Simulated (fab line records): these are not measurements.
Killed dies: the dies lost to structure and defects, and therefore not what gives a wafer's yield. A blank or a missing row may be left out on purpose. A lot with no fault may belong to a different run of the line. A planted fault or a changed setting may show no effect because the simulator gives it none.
Chamber matching || flow sky130 || SKY_METAL3_ETCH_17 on rie diel-04 has 4 sister chambers
The step etches SiO2 in C4F8/O2/Ar, stops on TiN, time 3.9 s, target depth 15 nm. 4 wafers are shown with their chamber, then 9 later ones without.

WAFERS WITH THEIR CHAMBER
{"wafer": "L083.6", "chamber": 2, "oes product au (a.u.)": 0.750}
{"wafer": "L092.1", "chamber": 1, "oes product au (a.u.)": 0.759}
{"wafer": "L092.5", "chamber": 3, "oes product au (a.u.)": 0.749}
{"wafer": "L092.6", "chamber": 0, "oes product au (a.u.)": 0.764}

WAFERS WITH NO CHAMBER GIVEN
{"wafer": "L094.2", "oes product au (a.u.)": 0.747}
{"wafer": "L094.3", "oes product au (a.u.)": 0.754}
{"wafer": "L094.4", "oes product au (a.u.)": 0.754}
{"wafer": "L095.1", "oes product au (a.u.)": 0.749}
{"wafer": "L095.4", "oes product au (a.u.)": 0.762}
{"wafer": "L095.5", "oes product au (a.u.)": 0.767}
{"wafer": "L097.1", "oes product au (a.u.)": 0.753}
{"wafer": "L097.3", "oes product au (a.u.)": 0.749}
{"wafer": "L097.4", "oes product au (a.u.)": 0.749}

WHICH CHAMBER EACH ONE RAN IN
{"wafer": "L094.2", "from the rows above": "can't be placed: 3 or 2", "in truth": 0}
{"wafer": "L094.3", "from the rows above": "can't be placed: 2 or 1 or 3", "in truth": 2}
{"wafer": "L094.4", "from the rows above": "can't be placed: 2 or 1 or 3", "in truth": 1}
{"wafer": "L095.1", "from the rows above": "can't be placed: 3 or 2", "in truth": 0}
{"wafer": "L095.4", "from the rows above": "can't be placed: 0 or 1", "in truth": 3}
{"wafer": "L095.5", "from the rows above": "can't be placed: 0 or 1", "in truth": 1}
{"wafer": "L097.1", "from the rows above": "can't be placed: 2 or 3 or 1", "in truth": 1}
{"wafer": "L097.3", "from the rows above": "can't be placed: 3 or 2", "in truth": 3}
{"wafer": "L097.4", "from the rows above": "can't be placed: 3 or 2", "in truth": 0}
Placed correctly: 0 of 9. Can't be placed from these rows: 9 (the true chamber is among the candidates in 5). 0 placed wrongly.
How it was worked out, from the rows above alone: a wafer's distance from a chamber is the root of the sum, over the readings, of the square of ((its reading less the chamber's mean) divided by the reading's scatter). The wafer belongs to the nearest chamber; if the next one is less than 2 further off, it can't be placed. The mean given for a chamber averages the wafers shown for that chamber. The scatter (one wafer shown for each chamber): square how far every hidden wafer sits from the nearest shown wafer, average those squares and take the square root.
